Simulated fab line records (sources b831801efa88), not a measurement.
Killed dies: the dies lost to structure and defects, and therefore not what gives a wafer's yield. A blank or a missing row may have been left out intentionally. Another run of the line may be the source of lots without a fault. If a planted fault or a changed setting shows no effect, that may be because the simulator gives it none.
Matching of chambers + flow gf180mcu + 4 sister chambers for GF_STI_ETCH_14 on rieSi-02
The step etches Si in HBr/Cl2/O2, target depth 360 nm, time 102.9 s. 18 wafers are shown with their chamber, then 9 later ones without.

## WAFERS PAIRED WITH THEIR CHAMBERS
| wafer  | chamber | drypumpMotorCurrentA (A) | heBacksideLeakSccm (sccm) | oesProductAu (a.u.) |
|--------|---------|--------------------------|---------------------------|---------------------|
| L615.1 | 1       | 5.3                      | 3.06                      | 1.015               |
| L615.3 | 2       | 5.9                      | 2.73                      | 0.987               |
| L615.6 | 0       | 6.2                      | 2.54                      | 1.000               |
| L621.1 | 2       | 5.8                      | 2.69                      | 0.995               |
| L621.5 | 3       | 5.3                      | 2.75                      | 1.007               |
| L621.6 | 2       | 5.8                      | 2.68                      | 0.991               |
| L627.1 | 0       | 6.2                      | 2.58                      | 1.002               |
| L627.4 | 3       | 5.3                      | 2.58                      | 1.011               |
| L627.6 | 3       | 5.3                      | 2.50                      | 1.014               |
| L628.1 | 1       | 5.3                      | 3.11                      | 1.002               |
| L628.3 | 0       | 6.3                      | 2.60                      | 0.994               |
| L628.6 | 0       | 6.2                      | 2.56                      | 0.992               |
| L629.1 | 0       | 6.2                      | 2.68                      | 0.998               |
| L629.2 | 3       | 5.3                      | 2.27                      | 1.004               |
| L629.4 | 2       | 5.8                      | 2.65                      | 0.988               |
| L630.4 | 3       | 5.3                      | 2.46                      | 1.000               |
| L630.5 | 1       | 5.3                      | 3.07                      | 1.006               |
| L630.6 | 2       | 5.9                      | 2.62                      | 0.987               |

SIGNATURES (averages over the wafers above)
| reading              | chamber 0 | chamber 1 | chamber 2 | chamber 3 | scatter within a chamber |
|----------------------|-----------|-----------|-----------|-----------|--------------------------|
| drypumpMotorCurrentA | 6.220     | 5.300     | 5.840     | 5.300     | 0.0378                   |
| heBacksideLeakSccm   | 2.5920    | 3.0800    | 2.6740    | 2.5120    | 0.101                    |
| oesProductAu         | 0.99720   | 1.00767   | 0.98960   | 1.00720   | 0.00484                  |
Rule: distance of a wafer from a chamber = root of the sum over the readings of ((wafer's reading minus chamber's mean) / reading's scatter) squared. If the next closest chamber is less than 2 further off than the closest, the wafer can't be placed; otherwise it belongs to the closest. How the scatter is found: for the shown wafers, subtract from each reading the mean of its chamber, square and add these, divide the total by (wafers less chambers), then take the root.

## WAFERS MISSING THEIR CHAMBER
| wafer  | drypumpMotorCurrentA (A) | heBacksideLeakSccm (sccm) | oesProductAu (a.u.) |
|--------|--------------------------|---------------------------|---------------------|
| L634.1 | 5.3                      | 2.88                      | 1.014               |
| L634.2 | 6.2                      | 2.61                      | 1.003               |
| L634.4 | 6.2                      | 2.59                      | 0.994               |
| L635.1 | 6.2                      | 2.69                      | 1.000               |
| L635.2 | 5.3                      | 3.17                      | 1.011               |
| L635.4 | 5.3                      | 2.56                      | 1.020               |
| L637.2 | 5.3                      | 3.03                      | 0.993               |
| L637.4 | 5.3                      | 3.09                      | 0.996               |
| L637.6 | 6.2                      | 2.64                      | 1.005               |

## EACH ONE'S CHAMBER
| wafer  | from the rows above     | in truth |
|--------|-------------------------|----------|
| L634.1 | can't be placed: 1 or 3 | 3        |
| L634.2 | 0                       | 0        |
| L634.4 | 0                       | 0        |
| L635.1 | 0                       | 0        |
| L635.2 | 1                       | 1        |
| L635.4 | 3                       | 3        |
| L637.2 | 1                       | 1        |
| L637.4 | 1                       | 1        |
| L637.6 | 0                       | 0        |
Placed correctly: 8 of 9. Unplaceable from these rows: 1, with the true chamber sitting among the candidates in 1. Wrongly placed: 0.
